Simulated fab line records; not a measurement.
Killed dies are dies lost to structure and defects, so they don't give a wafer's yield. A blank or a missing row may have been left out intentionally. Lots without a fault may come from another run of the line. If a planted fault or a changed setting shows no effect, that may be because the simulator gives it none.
Which tool did it? -- flow gf180mcu -- 6 lots with 18 wafers sampled at 2 steps, on a route of 602 steps

== WHAT THE GAUGES SHOWED, per wafer ==
GF_V5_THK_MEAS_03.
lot,measured,on,V5_CVD_02_THK (nm)
L344,day 27 11:57,film_metro-04,1435 1461 1462
L346,day 28 00:05,film_metro-02,1431 1429 1482
L352,day 29 21:34,film_metro-01,1459 1461 1455
L354,day 30 09:54,film_metro-04,1471 1460 1449
L361,day 32 06:38,film_metro-04,1445 1429 1453
L364,day 32 20:49,film_metro-01,1432 1461 1444

== TOOL THAT RAN EACH LOT (tool first, then ch and the chambers of the sampled wafers, then the start) ==
lot,GF_V1_ETCH_17
L344,"rie_diel-02 ch 1,3, day 19 08:00"
L346,"rie_diel-02 ch 0,1,3, day 20 00:00"
L352,"rie_diel-03 ch 0,1,2, day 22 11:00"
L354,"rie_diel-02 ch 0,3, day 22 23:00"
L361,"rie_diel-02 ch 0,1,3, day 25 07:00"
L364,"rie_diel-02 ch 0,2, day 26 03:00"
- GF_V1_ETCH_17: etches SiO2 in C4F8/O2/Ar, stops on TiN, target depth 630 nm.

== THE ANSWER, worked out from the rows above alone ==
Rule: usual is defined by the lots themselves. The widest of any qualifying gaps counts: lots, ordered by their means at a reading, are off when they make up no more than a third of the lots, leave a main group of 4 or more, and stand apart from it by 3 or more times the standard deviation of that group's means. A main group whose means are all the same, to the digits that the tables above print for the reading, isn't used. Also off: a lot with no number at a reading for which 4 or more lots have one. Where the step has rows for the other lots, those lots are counted as sound.
None of the lots is off at any reading shown; this tells nothing.

== WHAT HAD BEEN PUT IN BY THE SIMULATOR ==
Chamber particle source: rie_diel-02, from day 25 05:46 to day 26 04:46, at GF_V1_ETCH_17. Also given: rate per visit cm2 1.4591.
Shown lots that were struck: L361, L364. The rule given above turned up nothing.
